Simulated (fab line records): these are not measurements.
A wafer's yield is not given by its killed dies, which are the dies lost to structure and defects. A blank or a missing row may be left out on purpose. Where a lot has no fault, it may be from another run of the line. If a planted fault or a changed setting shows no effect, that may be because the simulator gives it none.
Check of tool commonality :: flow sky130 :: 11 lots, 33 wafers sampled

## WHY IT WAS OPENED
2 of 11 lots carry a flag on the reading VIA1_HDPCVD_THK at SKY_VIA1_THK_MEAS_01. No-fault wafers: 1036 nm, standard deviation 9.7.
Rule: a lot is flagged when every wafer of it that has a number lies more than 4 standard deviations from that mean, or none has a number. The other lots count as sound.

lot: L949
measured: day 32 21:45
on: film-metro-03
VIA1_HDPCVD_THK (nm), wafer by wafer: 1030 1050 1026
flag: 

lot: L950
measured: day 33 06:16
on: film-metro-04
VIA1_HDPCVD_THK (nm), wafer by wafer: 1028 1029 1024
flag: 

lot: L952
measured: day 33 23:41
on: film-metro-03
VIA1_HDPCVD_THK (nm), wafer by wafer: 1018 1038 1041
flag: 

lot: L951
measured: day 34 00:41
on: film-metro-03
VIA1_HDPCVD_THK (nm), wafer by wafer: 1039 1046 1058
flag: 

lot: L953
measured: day 34 11:24
on: film-metro-03
VIA1_HDPCVD_THK (nm), wafer by wafer: 1015 1019 1028
flag: 

lot: L956
measured: day 35 05:14
on: film-metro-03
VIA1_HDPCVD_THK (nm), wafer by wafer: 2042 2051 2075
flag: FLAGGED

lot: L957
measured: day 36 00:57
on: film-metro-03
VIA1_HDPCVD_THK (nm), wafer by wafer: 1044 1034 1039
flag: 

lot: L967
measured: day 38 23:53
on: film-metro-04
VIA1_HDPCVD_THK (nm), wafer by wafer: 2095 2084 2078
flag: FLAGGED

lot: L969
measured: day 39 05:49
on: film-metro-03
VIA1_HDPCVD_THK (nm), wafer by wafer: 1048 1052 1049
flag: 

lot: L970
measured: day 40 00:41
on: film-metro-02
VIA1_HDPCVD_THK (nm), wafer by wafer: 1036 1046 1047
flag: 

lot: L972
measured: day 40 16:40
on: film-metro-04
VIA1_HDPCVD_THK (nm), wafer by wafer: 1048 1026 1041
flag: 
Flagged lots average 2071 nm: +1035 nm relative to the usual, that is +99 or more standard deviations.

## WHICH TOOL RAN EACH LOT
2 process steps preceding the reading are held in the record, out of 708 steps in the route. In each cell: the tool, then ch and the chambers that the sampled wafers went through, then the start.
lot: L949
flag: 
SKY_LOCAL_INTERCONNECT_STRIP_15: plasma-asher-01 ch 0,1, day 30 10:26
SKY_VIA1_HDPCVD_00: hdpcvd-02 ch 0,1,2, day 32 21:40

lot: L950
flag: 
SKY_LOCAL_INTERCONNECT_STRIP_15: plasma-asher-02 ch 0,1, day 30 20:16
SKY_VIA1_HDPCVD_00: hdpcvd-01 ch 0,1,2, day 33 06:11

lot: L952
flag: 
SKY_LOCAL_INTERCONNECT_STRIP_15: plasma-asher-03 ch 0,1, day 31 12:10
SKY_VIA1_HDPCVD_00: hdpcvd-02 ch 0,1,2, day 33 23:34

lot: L951
flag: 
SKY_LOCAL_INTERCONNECT_STRIP_15: plasma-asher-01 ch 0,1, day 31 14:04
SKY_VIA1_HDPCVD_00: hdpcvd-01 ch 0,1, day 34 00:34

lot: L953
flag: 
SKY_LOCAL_INTERCONNECT_STRIP_15: plasma-asher-03 ch 0,1, day 32 01:26
SKY_VIA1_HDPCVD_00: hdpcvd-02 ch 0,2, day 34 11:16

lot: L956
flag: FLAGGED
SKY_LOCAL_INTERCONNECT_STRIP_15: plasma-asher-03 ch 0,1, day 32 19:13
SKY_VIA1_HDPCVD_00: hdpcvd-02 ch 1,2, day 35 04:49

lot: L957
flag: 
SKY_LOCAL_INTERCONNECT_STRIP_15: plasma-asher-02 ch 0,1, day 33 15:59
SKY_VIA1_HDPCVD_00: hdpcvd-02 ch 0,1, day 36 00:49

lot: L967
flag: FLAGGED
SKY_LOCAL_INTERCONNECT_STRIP_15: plasma-asher-02 ch 0,1, day 36 15:39
SKY_VIA1_HDPCVD_00: hdpcvd-01 ch 1,2, day 38 23:30

lot: L969
flag: 
SKY_LOCAL_INTERCONNECT_STRIP_15: plasma-asher-02 ch 0,1, day 36 22:40
SKY_VIA1_HDPCVD_00: hdpcvd-01 ch 0,2, day 39 05:43

lot: L970
flag: 
SKY_LOCAL_INTERCONNECT_STRIP_15: plasma-asher-02 ch 0,1, day 37 17:46
SKY_VIA1_HDPCVD_00: hdpcvd-01 ch 1,2, day 40 00:34

lot: L972
flag: 
SKY_LOCAL_INTERCONNECT_STRIP_15: plasma-asher-03 ch 0,1, day 38 09:08
SKY_VIA1_HDPCVD_00: hdpcvd-02 ch 0,2, day 40 16:33
What these steps do:
- SKY_LOCAL_INTERCONNECT_STRIP_15: strips in O2/N2.
- SKY_VIA1_HDPCVD_00: deposits SiO2, target thk 1030 nm, time 171.7 s.
- SKY_VIA1_THK_MEAS_01

## FLAGGED OVER TOTAL, TOOL BY TOOL (the gauges that took the reading come last)
step: SKY_LOCAL_INTERCONNECT_STRIP_15
tool: plasma-asher-01
lots run: 2
flagged: 0
share of the flagged lots: none
sound lots run after its first flagged lot: -

step: SKY_LOCAL_INTERCONNECT_STRIP_15
tool: plasma-asher-02
lots run: 5
flagged: 1
share of the flagged lots: some
sound lots run after its first flagged lot: 2 (L969,L970)

step: SKY_LOCAL_INTERCONNECT_STRIP_15
tool: plasma-asher-03
lots run: 4
flagged: 1
share of the flagged lots: some
sound lots run after its first flagged lot: 1 (L972)

step: SKY_VIA1_HDPCVD_00
tool: hdpcvd-01
lots run: 5
flagged: 1
share of the flagged lots: some
sound lots run after its first flagged lot: 2 (L969,L970)

step: SKY_VIA1_HDPCVD_00
tool: hdpcvd-02
lots run: 6
flagged: 1
share of the flagged lots: some
sound lots run after its first flagged lot: 2 (L957,L972)

step: SKY_VIA1_THK_MEAS_01
tool: film-metro-02
lots run: 1
flagged: 0
share of the flagged lots: none
sound lots run after its first flagged lot: -

step: SKY_VIA1_THK_MEAS_01
tool: film-metro-03
lots run: 7
flagged: 1
share of the flagged lots: some
sound lots run after its first flagged lot: 2 (L957,L969)

step: SKY_VIA1_THK_MEAS_01
tool: film-metro-04
lots run: 3
flagged: 1
share of the flagged lots: some
sound lots run after its first flagged lot: 1 (L972)

## THE TABLE: WHAT IT ALLOWS
No row of the table ran every flagged lot.

## WHAT THE SIMULATOR PUT IN
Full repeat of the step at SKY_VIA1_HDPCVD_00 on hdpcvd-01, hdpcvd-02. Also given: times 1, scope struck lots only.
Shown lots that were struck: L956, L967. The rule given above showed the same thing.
